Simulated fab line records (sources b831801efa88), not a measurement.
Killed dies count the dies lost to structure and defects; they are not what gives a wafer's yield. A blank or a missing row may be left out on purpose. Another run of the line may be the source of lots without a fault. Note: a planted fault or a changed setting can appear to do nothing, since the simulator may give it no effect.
fab line records -- flow gf180mcu
record lots=13, wafers=39, lastDay=34
route steps=602 shown STI@26 MVSD@70 MVPSD@88
lots untouched by any fault: they come from a run of this same line in which no faults occurred
startH: the number of hours between the record's first day and the start of the first shown wafer of the lot -- waitH: hours from the lot's prior step to this one -- " unchanged from the row above -- L1.1+2: one row covering several wafers at once -- - no value, or no start was given -- * or withheld: withheld -- < > ~ a bound
route shown NAME@n: a module of which the file shows steps, and the number in the route of the first -- usual: mean and standard deviation over wafers with no fault -- same: alike in all rows -- chamber/n: place in a boat -- sites: readings site by site -- _std_site: standard deviation of those values -- _edge_site: outer sites' mean less inner sites' -- radiusMm: for every site, how far away it sits from the centre of the wafer -- mask NAME#n: copy n -- behind: the tool/chamber that last shaped the wafer -- hold: the reason the lot was held/the length of the hold in hours/how it ended -- device: the transistor (n, p or np) that didn't switch -- end of line: the tests these same wafers got at the end of their route -- a step without rows: its recipe alone -- killed: at the first sort, the dies lost to defects and structure; wafer yield is something else -- map: dies across one wafer; x = killed, . = not, _ = none there
set.NAME: the setting as run; set.NAME@STEP: as run at that earlier step -- model.NAME: the simulator's own value behind a step, which no gauge read
the route's steps for a sample of lots (tables are steps, rows are wafers)
services: a tool's chamber out of use, with start hour (startH, from the record's first day; less than 0 if before it), hours out, and reason
## steps
# step GF_STI_CMP_25
# recipe stopOn=Si3N4, tOverpolishS=33, downForcePsi=4, platenRpm=60, targetThkNm=524.6, padVelocityMS=0.94248
# usual motorCurrentA=12.2/0.52, overpolishRunS=32.999/0.0093, timeToEndpointS=122/5.5
lot.wafer,tool,chamber,startH,waitH,motorCurrentA,overpolishRunS,timeToEndpointS
L188.3,cmp-01,2,30.50,0.1,12.4,33.024,133
L188.1,cmp-01,3,30.50,0.1,12.6,33.002,125
L188.5,cmp-01,1,30.50,0.1,12.3,32.998,120
L189.3,cmp-02,0,33.68,0.0,12.8,33.003,122
L189.2,cmp-02,3,33.68,0.0,11.8,32.993,120
L189.6,cmp-02,1,33.68,0.0,12.2,33.001,124
L190.3,cmp-01,1,37.77,0.1,12.0,32.986,127
L190.2,cmp-01,2,37.77,0.1,11.5,32.989,132
L190.5,cmp-01,3,37.77,0.1,12.2,32.991,126
L191.2,cmp-02,0,43.52,0.0,13.3,33.006,121
L191.3,cmp-02,1,43.52,0.0,12.0,32.983,125
L191.5,cmp-02,1,43.52,0.0,12.3,33.000,127
L193.3,cmp-02,0,55.08,0.1,13.4,33.001,118
L193.5,cmp-02,2,55.08,0.1,12.5,32.998,120
L193.6,cmp-02,3,55.08,0.1,11.5,32.986,129
L195.3,cmp-01,1,63.40,0.0,12.1,33.014,122
L195.2,cmp-01,2,63.40,0.0,11.9,32.988,132
L195.1,cmp-01,0,63.40,0.0,12.4,32.995,126
L196.2,cmp-02,1,69.86,0.1,12.0,32.990,122
L196.3,cmp-02,3,69.86,0.1,12.3,33.000,124
L196.6,cmp-02,0,69.86,0.1,12.8,32.991,123
L197.4,cmp-02,2,73.91,0.2,13.0,33.013,112
L197.6,cmp-02,3,73.91,0.2,11.9,33.016,113
L197.5,cmp-02,0,73.91,0.2,12.9,33.008,114
L203.4,cmp-01,3,106.47,0.0,12.4,33.002,118
L203.2,cmp-01,1,106.47,0.0,11.2,33.011,119
L203.6,cmp-01,0,106.47,0.0,12.0,32.996,124
L206.3,cmp-01,1,127.59,0.1,11.9,33.001,119
L206.6,cmp-01,3,127.59,0.1,13.0,32.997,121
L206.5,cmp-01,0,127.59,0.1,11.8,32.995,123
L207.2,cmp-01,0,131.18,0.0,12.4,32.976,122
L207.3,cmp-01,2,131.18,0.0,12.3,33.004,130
L207.6,cmp-01,0,131.18,0.0,12.0,32.993,124
L208.3,cmp-02,2,137.55,0.0,12.0,33.003,112
L208.1,cmp-02,3,137.55,0.0,11.3,33.004,119
L208.5,cmp-02,3,137.55,0.0,11.2,32.999,120
L211.3,cmp-01,3,149.10,0.0,12.7,33.009,122
L211.2,cmp-01,1,149.10,0.0,11.4,33.002,124
L211.5,cmp-01,0,149.10,0.0,11.9,33.004,129
# step GF_MVSD_EXPOSE_04
# recipe maskId=MVSD, targetCdNm=1000, na=0.6, sourceShape=conventional, sigmaOuter=0.6, doseMj=260
lot.wafer,tool,chamber,startH,waitH,mask
L188.1+3+5,ilineStepper-01,0,78.70,-,MVSD#0
L189.2+3+6,ilineStepper-02,0,84.20,-,MVSD#0
L190.2+3+5,ilineStepper-02,0,87.62,-,MVSD#0
L191.2+3+5,ilineStepper-01,0,91.94,-,MVSD#0
L193.3+5+6,ilineStepper-02,0,105.84,-,MVSD#0
L195.1+2+3,ilineStepper-02,0,114.89,-,MVSD#0
L196.2+3+6,ilineStepper-02,0,121.68,-,MVSD#0
L197.4+5+6,ilineStepper-01,0,126.58,-,MVSD#0
L203.2+4+6,ilineStepper-01,0,162.01,-,MVSD#0
L206.3+5+6,ilineStepper-01,0,188.46,-,MVSD#0
L207.2+3+6,ilineStepper-01,0,190.82,-,MVSD#0
L208.1+3+5,ilineStepper-01,0,197.55,-,MVSD#0
L211.2+3+5,ilineStepper-01,0,210.24,-,MVSD#0
# step GF_MVSD_OVL_MEAS_07
# usual MVSD_OVL=0.5/1.5
lot.wafer,tool,chamber,startH,waitH,MVSD_OVL[nm]
L188.1,overlay-02,-,85.00,-,1.1
L188.3,overlay-02,-,85.00,-,-0.6
L188.5,overlay-02,-,85.00,-,0.1
L189.2,overlay-01,-,91.06,-,1.2
L189.3,overlay-01,-,91.06,-,0.3
L189.6,overlay-01,-,91.06,-,1.9
L190.2,overlay-01,-,94.46,-,2.3
L190.3,overlay-01,-,94.46,-,1.2
L190.5,overlay-01,-,94.46,-,0.5
L191.2,overlay-01,-,98.66,-,-1.1
L191.3,overlay-01,-,98.66,-,-1.4
L191.5,overlay-01,-,98.66,-,-2.0
L193.3,overlay-02,-,112.71,-,2.6
L193.5,overlay-02,-,112.71,-,3.4
L193.6,overlay-02,-,112.71,-,2.6
L195.1,overlay-01,-,121.85,-,-109.0
L195.2,overlay-01,-,121.85,-,-109.4
L195.3,overlay-01,-,121.85,-,-112.4
L196.2,overlay-02,-,128.47,-,-108.9
L196.3,overlay-02,-,128.47,-,-109.7
L196.6,overlay-02,-,128.47,-,-108.4
L197.4,overlay-01,-,132.97,-,0.3
L197.5,overlay-01,-,132.97,-,0.4
L197.6,overlay-01,-,132.97,-,0.3
L203.2,overlay-02,-,169.72,-,0.0
L203.4,overlay-02,-,169.72,-,-0.8
L203.6,overlay-02,-,169.72,-,1.3
L206.3,overlay-02,-,196.61,-,3.4
L206.5,overlay-02,-,196.61,-,2.5
L206.6,overlay-02,-,196.61,-,2.7
L207.2,overlay-02,-,199.37,-,-1.4
L207.3,overlay-02,-,199.37,-,-1.5
L207.6,overlay-02,-,199.37,-,-0.7
L208.1,overlay-01,-,205.55,-,1.1
L208.3,overlay-01,-,205.55,-,0.8
L208.5,overlay-01,-,205.55,-,0.6
L211.2,overlay-02,-,218.42,-,-0.9
L211.3,overlay-02,-,218.42,-,-2.0
L211.5,overlay-02,-,218.42,-,-1.2
# step GF_MVSD_TW_MEAS_11
# usual MVSD_TW=1577/15
lot.wafer,tool,chamber,startH,waitH,MVSD_TW
L188.1,filmMetro-04,-,85.44,0.1,1585
L188.3,filmMetro-04,-,85.44,0.1,1583
L188.5,filmMetro-04,-,85.44,0.1,1582
L189.2,filmMetro-04,-,91.50,0.1,1587
L189.3,filmMetro-04,-,91.50,0.1,1597
L189.6,filmMetro-04,-,91.50,0.1,1588
L190.2,filmMetro-01,-,94.90,0.1,1587
L190.3,filmMetro-01,-,94.90,0.1,1577
L190.5,filmMetro-01,-,94.90,0.1,1592
L191.2,filmMetro-02,-,99.16,0.1,1560
L191.3,filmMetro-02,-,99.16,0.1,1564
L191.5,filmMetro-02,-,99.16,0.1,1566
L193.3,filmMetro-01,-,113.16,0.1,1589
L193.5,filmMetro-01,-,113.16,0.1,1579
L193.6,filmMetro-01,-,113.16,0.1,1587
L195.1,filmMetro-02,-,122.29,0.1,1545
L195.2,filmMetro-02,-,122.29,0.1,1563
L195.3,filmMetro-02,-,122.29,0.1,1559
L196.2,filmMetro-02,-,128.91,0.1,1562
L196.3,filmMetro-02,-,128.91,0.1,1573
L196.6,filmMetro-02,-,128.91,0.1,1563
L197.4,filmMetro-01,-,133.42,0.1,1581
L197.5,filmMetro-01,-,133.42,0.1,1582
L197.6,filmMetro-01,-,133.42,0.1,1585
L203.2,filmMetro-02,-,170.16,0.1,1551
L203.4,filmMetro-02,-,170.16,0.1,1558
L203.6,filmMetro-02,-,170.16,0.1,1548
L206.3,filmMetro-02,-,197.06,0.1,1561
L206.5,filmMetro-02,-,197.06,0.1,1558
L206.6,filmMetro-02,-,197.06,0.1,1557
L207.2,filmMetro-02,-,199.81,0.1,1560
L207.3,filmMetro-02,-,199.81,0.1,1562
L207.6,filmMetro-02,-,199.81,0.1,1556
L208.1,filmMetro-04,-,205.99,0.1,1582
L208.3,filmMetro-04,-,205.99,0.1,1579
L208.5,filmMetro-04,-,205.99,0.1,1576
L211.2,filmMetro-04,-,218.86,0.1,1603
L211.3,filmMetro-04,-,218.86,0.1,1598
L211.5,filmMetro-04,-,218.86,0.1,1603
# step GF_MVPSD_STRIP_10
# recipe chemistry=O2/N2, powerW=1400, pressureMtorr=1500, platenTempC=250, o2FlowSccm=3000, n2FlowSccm=300, overashFraction=0.5
# usual drypumpMotorCurrentA=5.4/0.31, heaterPowerW=329/35, oesProductAu=0.722/0.0048, stripTimeToEndpointS=36.97/0.088
lot.wafer,tool,chamber,startH,waitH,drypumpMotorCurrentA,heaterPowerW,oesProductAu,rfHoursCounterH,stripTimeToEndpointS
L188.1,plasmaAsher-01,0,99.50,0.1,5.0,297,0.725,40,37.07
L188.3,plasmaAsher-01,1,99.50,0.1,5.5,312,0.716,-,37.03
L188.5,plasmaAsher-01,0,99.50,0.1,5.0,297,0.721,-,36.99
L189.2,plasmaAsher-01,0,105.39,0.2,5.0,299,0.723,41,36.91
L189.3,plasmaAsher-01,0,105.39,0.2,4.9,300,0.721,-,36.86
L189.6,plasmaAsher-01,0,105.39,0.2,4.9,301,0.720,-,36.79
L190.2,plasmaAsher-01,0,109.55,0.2,5.0,305,0.727,41,37.01
L190.3,plasmaAsher-01,1,109.55,0.2,5.4,309,0.726,-,36.94
L190.5,plasmaAsher-01,0,109.55,0.2,4.9,295,0.718,-,37.00
L191.2,plasmaAsher-02,0,113.14,0.1,6.0,330,0.715,48,37.17
L191.3,plasmaAsher-02,0,113.14,0.1,6.0,332,0.719,-,37.05
L191.5,plasmaAsher-02,1,113.14,0.1,6.0,450,0.726,-,37.07
L193.3,plasmaAsher-01,1,126.73,0.1,5.4,311,0.723,-,37.02
L193.5,plasmaAsher-01,1,126.73,0.1,5.4,311,0.723,-,37.06
L193.6,plasmaAsher-01,0,126.73,0.1,5.0,295,0.724,-,36.91
L195.1,plasmaAsher-03,0,137.65,0.1,5.6,347,0.724,2,36.98
L195.2,plasmaAsher-03,1,137.65,0.1,5.6,367,0.711,2,37.03
L195.3,plasmaAsher-03,1,137.65,0.1,5.6,362,0.730,-,37.02
L196.2,plasmaAsher-03,0,144.29,0.1,5.6,344,0.728,2,36.97
L196.3,plasmaAsher-03,1,144.29,0.1,5.6,363,0.726,-,36.83
L196.6,plasmaAsher-03,1,144.29,0.1,5.6,367,0.722,-,36.85
L197.4,plasmaAsher-01,1,149.48,0.1,5.4,313,0.726,-,36.96
L197.5,plasmaAsher-01,1,149.48,0.1,5.4,309,0.723,-,36.97
L197.6,plasmaAsher-01,0,149.48,0.1,4.9,300,0.724,-,36.98
L203.2,plasmaAsher-01,1,186.50,0.1,5.4,311,0.728,50,37.17
L203.4,plasmaAsher-01,1,186.50,0.1,5.4,313,0.726,-,37.05
L203.6,plasmaAsher-01,1,186.50,0.1,5.4,315,0.727,-,37.10
L206.3,plasmaAsher-03,1,214.83,0.1,5.6,368,0.723,-,36.92
L206.5,plasmaAsher-03,1,214.83,0.1,5.6,364,0.725,-,36.95
L206.6,plasmaAsher-03,0,214.83,0.1,5.6,350,0.725,-,36.90
L207.2,plasmaAsher-03,0,217.49,0.1,5.6,336,0.721,10,36.91
L207.3,plasmaAsher-03,0,217.49,0.1,5.6,340,0.725,-,36.96
L207.6,plasmaAsher-03,0,217.49,0.1,5.6,349,0.731,-,36.97
L208.1,plasmaAsher-03,1,224.42,0.1,5.6,377,0.716,11,36.99
L208.3,plasmaAsher-03,1,224.42,0.1,5.6,365,0.707,-,37.06
L208.5,plasmaAsher-03,0,224.42,0.1,5.6,351,0.716,-,37.09
L211.2,plasmaAsher-01,1,237.39,0.1,5.4,314,0.723,56,37.05
L211.3,plasmaAsher-01,1,237.39,0.1,5.4,313,0.726,-,37.06
L211.5,plasmaAsher-01,0,237.39,0.1,5.0,302,0.730,-,37.06
## services
tool,chamber,startH,hours,kind
plasmaAsher-01,-,16.25,14.6,pm
plasmaAsher-02,-,18.78,1.2,repair
ilineStepper-01,-,26.11,1.7,pm
cmp-01,-,53.64,2.5,repair
cmp-02,-,64.00,4.0,pm
cmp-02,-,68.00,-,consumableReplace:conditioner
cmp-02,-,68.00,-,consumableReplace:pad
cmp-02,-,78.53,1.6,repair
cmp-02,-,92.99,0.3,repair
plasmaAsher-03,-,108.75,9.0,pm
plasmaAsher-03,0,108.75,9.0,ventCycle
plasmaAsher-03,1,108.75,9.0,ventCycle
cmp-01,-,110.86,5.0,pm
plasmaAsher-03,0,117.75,-,clean
plasmaAsher-03,1,117.75,-,clean
cmp-02,-,125.97,4.8,pm
ilineStepper-01,-,129.36,0.8,repair
ilineStepper-01,-,144.83,3.2,repair
cmp-02,-,148.43,0.8,repair
ilineStepper-02,-,157.84,1.7,pm
ilineStepper-01,0,220.86,-,calibration
cmp-01,-,232.00,4.0,pm
cmp-01,-,236.00,-,consumableReplace:conditioner
cmp-01,-,236.00,-,consumableReplace:pad
## key
firstSign step=GF_MVSD_OVL_MEAS_07, reading=MVSD_OVL, direction=down, sigmas=73, usual=0.5, struck=-109.6
effect none on later readings
metAt GF_MVSD_EXPOSE_04
struckLots L195,L196
testerLeftOut L195,L196
notActingAt GF_STI_CMP_25,GF_MVSD_TW_MEAS_11,GF_MVPSD_STRIP_10
onsetBetween 105.84 114.89
fault kind=scannerMatchingOverlay, tool=ilineStepper-02, chamber=-, onsetH=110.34, steps=GF_MVSD_EXPOSE_04, offset=-111.41
# testerLeftOut: of these lots the tester's yield and bins aren't shown, on N5 and GAA mostly nor the transistor test; their killed dies are dies lost to structure and defects alone, not to doping, threshold or leakage, so they don't give the yield
